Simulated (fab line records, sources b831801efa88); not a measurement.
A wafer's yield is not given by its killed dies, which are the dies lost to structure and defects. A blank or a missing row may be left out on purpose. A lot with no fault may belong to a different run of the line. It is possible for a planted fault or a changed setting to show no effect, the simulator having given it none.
Struck lot and sound lot, side by side :: flow gf180mcu :: 19 out of 602 route steps
Sound: these wafers, L743.2, L743.4, L743.5. Struck: wafers L750.1, L750.4, L750.5. At the end, the cause is stated.
For every step that has rows: the tool of each side, followed by ch and its chambers, followed by its first start. Under that, the readings that differ: sound wafers :: struck wafers :: difference of the means :: sigmas: that difference in standard deviations of wafers without a fault.
alike: readings whose means differ by less than 2 such deviations, and words and numbers that are the same on both sides. not compared: withheld readings, readings that some wafer has no value for, bounds like >300 that may hide the same value, and numbers for which the record gives no deviation and whose values overlap.
The two part at a step that has a row with sigmas, a row that says differs or no value, or rows on one side only. Numbers that have no deviation but don't overlap get no sigmas and don't part them. A reading that every wafer of one side lacks parts them only if that side has two wafers or more.

GF_HV_LDD_CD_MEAS_31: target cd 400 nm.
  sound on cdSem-01 at day 14 15:23; struck on cdSem-02 at day 16 21:01
  alike: cdNm
GF_HV_LDD_OVL_MEAS_32:
  sound on overlay-02 at day 14 15:29; struck on overlay-02 at day 16 21:08
  alike: HV_LDD_02_OVL
then, 4 steps without rows for these wafers: GF_HV_LDD_IMPLANT_33; GF_HV_LDD_IMPLANT_34; GF_HV_LDD_IMPLANT_35; GF_HV_LDD_IMPLANT_36.
GF_HV_LDD_STRIP_37: strips in O2/N2.
  sound on plasmaAsher-03 ch 0, day 14 16:07; struck on plasmaAsher-03 ch 0,1, day 16 21:46
  alike: drypumpMotorCurrentA, heaterPowerW, oesProductAu, stripTimeToEndpointS
  not compared: rfHoursCounterH
GF_HV_LDD_TW_MEAS_38:
  sound on filmMetro-04 at day 14 16:14; struck on filmMetro-02 at day 16 21:52
  alike: HV_LDD_3_TW
then, 4 steps without rows for these wafers: GF_HV_LDD_DEHYDRATE_39 (time 60 s); GF_HV_LDD_HMDS_40 (prime time 60 s); GF_HV_LDD_COAT_41 (resist thk 1000 nm); GF_HV_LDD_SOFTBAKE_42 (time 60 s).
GF_HV_LDD_EXPOSE_43: exposes mask Pplus HV AREA, target cd 400 nm.
  sound on ilineStepper-01 ch 0, day 15 02:46; struck on ilineStepper-01 ch 0, day 17 09:32
reading: model.HV_LDD.overlayXNm (nm)
sound: 0.4061 0.4061 0.4061
struck: 213.9 213.9 213.9
difference: +213.5
sigmas: 
  alike: mask
then, 2 steps without rows for these wafers: GF_HV_LDD_PEB_44; GF_HV_LDD_DEVELOP_45 (develop time 60 s).
GF_HV_LDD_CD_MEAS_46: target cd 400 nm.
  sound on cdSem-01 at day 15 13:17; struck on cdSem-02 at day 17 21:16
  alike: cdNm
GF_HV_LDD_OVL_MEAS_47:
  sound on overlay-01 at day 15 13:23; struck on overlay-01 at day 17 21:23
reading: HV_LDD_03_OVL (nm)
sound: -0.2 -0.8 -1.7
struck: 215.5 213.6 215.3
difference: +215.7
sigmas: +99 or more
following that, these wafers have no rows for 1 step: GF_HV_LDD_IMPLANT_48.
-- record jumps: 16 days separate the struck wafers' starts on either side; left off in module HV_LDD, taken up again in module PASSIVATION, whose first shown step is the route's number 602 --
GF_PASSIVATION_PROBE_99:
  the record has rows for the struck wafers here (prober-01, day 33 17:43) and none for the sound ones

## WHERE THEY PART
First at GF_HV_LDD_OVL_MEAS_47; last, within this record, at GF_PASSIVATION_PROBE_99.

WHY: what had been put in by the simulator
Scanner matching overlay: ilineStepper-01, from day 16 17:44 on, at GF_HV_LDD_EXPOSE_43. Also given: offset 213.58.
